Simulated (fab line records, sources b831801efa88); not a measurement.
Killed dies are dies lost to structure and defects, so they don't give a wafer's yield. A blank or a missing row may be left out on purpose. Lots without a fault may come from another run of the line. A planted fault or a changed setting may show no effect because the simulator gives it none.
Problem report in the 8D (eight disciplines) form, filled by code | flow gf180mcu | the parts of the form that need people (team, actions taken, sign-off) are left out

1. THE PROBLEM
rf_fwd_power_W at GF_HV_LDD_ETCHBACK_58 reads a mean of 463.7 W on 2 wafers of 2 lots; wafers without a fault read 397.7 W with a standard deviation of 1.4. That is +47 standard deviations from the usual mean.
The step: etches Si3N4 in CH3F/O2, stops on SiO2, time 100 s, target depth 90 nm.
First seen on wafer L340.3, day 17 16:14, on rie_diel-04. The record holds 42 wafers of 14 lots with a number at this step. Rule for "out", or "out of limits": more than 4 standard deviations from the usual mean. The other wafers with a number count as sound.

2. WHAT IT IS AND WHAT IT IS NOT
question                    | is                | is not
which readings at this step | rf_fwd_power_W    | drypump_motor_current_A, oes_product_au, throttle_valve_pct
which lots                  | L340, L341        | L325, L326, L327, L328, L331, L333, L334, L336, L338, L339, L344, L345
which wafers of those lots  | L340.3, L341.2    | L340.2, L340.4, L341.3, L341.6
read on which tools         | rie_diel-04       | rie_diel-01, rie_diel-02
when                        | from day 17 16:14 | up to then (32 sound wafers); but 8 sound wafers of L341, L344, L345 came after

3. SUSPECTS, AND WHAT RULES EACH OUT
Counting: a tool at a process step up to the reading stays a suspect if it ran every lot that is out. Sound lots after the first of them don't rule it out here, since some wafers of a struck lot are sound.
- rie_diel-04 at GF_HV_LDD_ETCHBACK_58 (etches Si3N4 in CH3F/O2, stops on SiO2, time 100 s, target depth 90 nm): kept. It ran every lot that is out, first L340 (day 17 16:14); its last sound lot up to then is L338 (day 17 02:06). Its own readings are out on those wafers: rf_fwd_power_W.
- Within rie_diel-04 at GF_HV_LDD_ETCHBACK_58: the wafers that are out ran in chamber 3; their sound lot-mates ran in chambers 0, 1, 2.
Left after counting: rie_diel-04 at GF_HV_LDD_ETCHBACK_58.

4. THE CAUSE (what the simulator had put in)
Process parameter drift: rie_diel-04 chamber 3, from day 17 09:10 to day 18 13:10, at GF_HV_LDD_ETCHBACK_58. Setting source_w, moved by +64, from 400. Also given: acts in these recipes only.
Counting left only this tool.

5. THE CHAIN OF EFFECTS, in route order
Each row: a reading whose mean over the struck wafers that have a number lies more than 3 standard deviations from the usual. Only readings for which the record gives a usual standard deviation are gone through. hours: the time from each lot's start at the first step in this table that gives one to its start at this step, as a median over the lots. sigmas: the change in usual standard deviations.
hours | step                  | reading        | usual   | on struck wafers | change | sigmas
0     | GF_HV_LDD_ETCHBACK_58 | rf_fwd_power_W | 397.7 W | 463.7            | +66.0  | +47
The process steps in it:
- GF_HV_LDD_ETCHBACK_58: etches Si3N4 in CH3F/O2, stops on SiO2, time 100 s, target depth 90 nm.
Later measuring or inspecting steps at which every struck wafer that the step has a row for has a number for every such reading, and none has moved that far: GF_NSD_OVL_MEAS_08.

6. WHAT WOULD HAVE CAUGHT IT SOONER
In this record the first reading out of limits was taken at day 17 16:14, 7 hours after the fault began at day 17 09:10.
